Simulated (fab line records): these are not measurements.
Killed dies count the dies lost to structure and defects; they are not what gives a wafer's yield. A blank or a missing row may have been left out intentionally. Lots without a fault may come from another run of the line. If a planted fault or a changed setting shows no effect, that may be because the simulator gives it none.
Shared-tool check || flow sky130 || Lots sampled 13, wafers sampled 39

## REASON FOR OPENING
1 of 13 lots carry a flag on the reading LDD_HVN_TW at SKY_LDD_HVN_TW_MEAS_10. Fault-free wafers read 1439, with a standard deviation of 10.
Rule: a lot gets a flag if all its wafers with a number sit over 4 standard deviations from that mean, or if no wafer of it has a number. The other lots count as sound.

{"lot": "L232", "measured": "day 20 04:53", "on": "film-metro-03", "LDD_HVN_TW, wafer by wafer": "1443 1453 1449", "flag": ""}
{"lot": "L233", "measured": "day 20 22:19", "on": "film-metro-04", "LDD_HVN_TW, wafer by wafer": "1427 1425 1428", "flag": ""}
{"lot": "L234", "measured": "day 21 01:13", "on": "film-metro-03", "LDD_HVN_TW, wafer by wafer": "1455 1453 1446", "flag": ""}
{"lot": "L235", "measured": "day 21 08:22", "on": "film-metro-03", "LDD_HVN_TW, wafer by wafer": "1449 1447 1451", "flag": ""}
{"lot": "L236", "measured": "day 21 15:59", "on": "film-metro-03", "LDD_HVN_TW, wafer by wafer": "1453 1439 1447", "flag": ""}
{"lot": "L239", "measured": "day 23 02:01", "on": "film-metro-04", "LDD_HVN_TW, wafer by wafer": "1428 1431 1425", "flag": ""}
{"lot": "L240", "measured": "day 23 08:53", "on": "film-metro-02", "LDD_HVN_TW, wafer by wafer": "30 30 30", "flag": "FLAGGED"}
{"lot": "L250", "measured": "day 27 00:22", "on": "film-metro-04", "LDD_HVN_TW, wafer by wafer": "1444 1434 1438", "flag": ""}
{"lot": "L249", "measured": "day 27 03:04", "on": "film-metro-04", "LDD_HVN_TW, wafer by wafer": "1442 1449 1432", "flag": ""}
{"lot": "L252", "measured": "day 28 08:44", "on": "film-metro-02", "LDD_HVN_TW, wafer by wafer": "1436 1433 1435", "flag": ""}
{"lot": "L254", "measured": "day 28 10:17", "on": "film-metro-03", "LDD_HVN_TW, wafer by wafer": "1444 1459 1448", "flag": ""}
{"lot": "L253", "measured": "day 28 12:02", "on": "film-metro-02", "LDD_HVN_TW, wafer by wafer": "1433 1437 1435", "flag": ""}
{"lot": "L255", "measured": "day 28 18:37", "on": "film-metro-02", "LDD_HVN_TW, wafer by wafer": "1437 1428 1436", "flag": ""}
Averaged over the flagged lots the numbers come to 30, -1409 from the usual (-99 or more standard deviations).

## WHICH TOOL EACH LOT WENT THROUGH
The record holds 1 process step before the reading, out of a route of 708 steps. Every cell lists first the tool, next ch and the chambers used by the sampled wafers, and last the start.
{"lot": "L232", "flag": "", "SKY_LDD_HVN_EXPOSE_04": "iline-stepper-02 ch 0, day 19 13:22"}
{"lot": "L233", "flag": "", "SKY_LDD_HVN_EXPOSE_04": "iline-stepper-01 ch 0, day 20 06:30"}
{"lot": "L234", "flag": "", "SKY_LDD_HVN_EXPOSE_04": "iline-stepper-01 ch 0, day 20 08:50"}
{"lot": "L235", "flag": "", "SKY_LDD_HVN_EXPOSE_04": "iline-stepper-01 ch 0, day 20 16:28"}
{"lot": "L236", "flag": "", "SKY_LDD_HVN_EXPOSE_04": "iline-stepper-01 ch 0, day 21 00:37"}
{"lot": "L239", "flag": "", "SKY_LDD_HVN_EXPOSE_04": "iline-stepper-02 ch 0, day 22 11:14"}
{"lot": "L240", "flag": "FLAGGED", "SKY_LDD_HVN_EXPOSE_04": "iline-stepper-02 ch 0, day 22 17:11"}
{"lot": "L250", "flag": "", "SKY_LDD_HVN_EXPOSE_04": "iline-stepper-02 ch 0, day 26 10:13"}
{"lot": "L249", "flag": "", "SKY_LDD_HVN_EXPOSE_04": "iline-stepper-01 ch 0, day 26 12:34"}
{"lot": "L252", "flag": "", "SKY_LDD_HVN_EXPOSE_04": "iline-stepper-02 ch 0, day 27 18:46"}
{"lot": "L254", "flag": "", "SKY_LDD_HVN_EXPOSE_04": "iline-stepper-02 ch 0, day 27 20:52"}
{"lot": "L253", "flag": "", "SKY_LDD_HVN_EXPOSE_04": "iline-stepper-02 ch 0, day 27 23:01"}
{"lot": "L255", "flag": "", "SKY_LDD_HVN_EXPOSE_04": "iline-stepper-01 ch 0, day 28 04:14"}
What these steps do:
- SKY_LDD_HVN_EXPOSE_04: exposes mask HVNTM, target cd 700 nm.
- SKY_LDD_HVN_TW_MEAS_10

## FLAGGED AGAINST TOTAL, ONE TOOL AT A TIME (gauges that did the reading follow at the end)
{"step": "SKY_LDD_HVN_EXPOSE_04", "tool": "iline-stepper-01", "lots run": 6, "flagged": 0, "share of the flagged lots": "none", "sound lots run after its first flagged lot": "-"}
{"step": "SKY_LDD_HVN_EXPOSE_04", "tool": "iline-stepper-02", "lots run": 7, "flagged": 1, "share of the flagged lots": "all", "sound lots run after its first flagged lot": "4 (L250,L252,L254,L253)"}
{"step": "SKY_LDD_HVN_TW_MEAS_10", "tool": "film-metro-02", "lots run": 4, "flagged": 1, "share of the flagged lots": "all", "sound lots run after its first flagged lot": "3 (L252,L253,L255)"}
{"step": "SKY_LDD_HVN_TW_MEAS_10", "tool": "film-metro-03", "lots run": 5, "flagged": 0, "share of the flagged lots": "none", "sound lots run after its first flagged lot": "-"}
{"step": "SKY_LDD_HVN_TW_MEAS_10", "tool": "film-metro-04", "lots run": 4, "flagged": 0, "share of the flagged lots": "none", "sound lots run after its first flagged lot": "-"}

## WHAT THE TABLE PERMITS
Rows of the table that ran all the flagged lots, 2 in number: iline-stepper-02 at SKY_LDD_HVN_EXPOSE_04; film-metro-02 at SKY_LDD_HVN_TW_MEAS_10.
- iline-stepper-02 at SKY_LDD_HVN_EXPOSE_04 ran 7 lots, 1 of them flagged. After the first flagged lot (L250, L252, L254, L253), sound lots still ran on it; a lasting fault on the whole tool would not permit that.
- film-metro-02 at SKY_LDD_HVN_TW_MEAS_10 ran 4 lots, 1 of them flagged. After the first flagged lot (L252, L253, L255), sound lots still ran on it; a lasting fault on the whole tool would not permit that.
None of the table's rows ran every flagged lot and, after the first, no sound lot.

## WHAT WAS PUT IN BY THE SIMULATOR
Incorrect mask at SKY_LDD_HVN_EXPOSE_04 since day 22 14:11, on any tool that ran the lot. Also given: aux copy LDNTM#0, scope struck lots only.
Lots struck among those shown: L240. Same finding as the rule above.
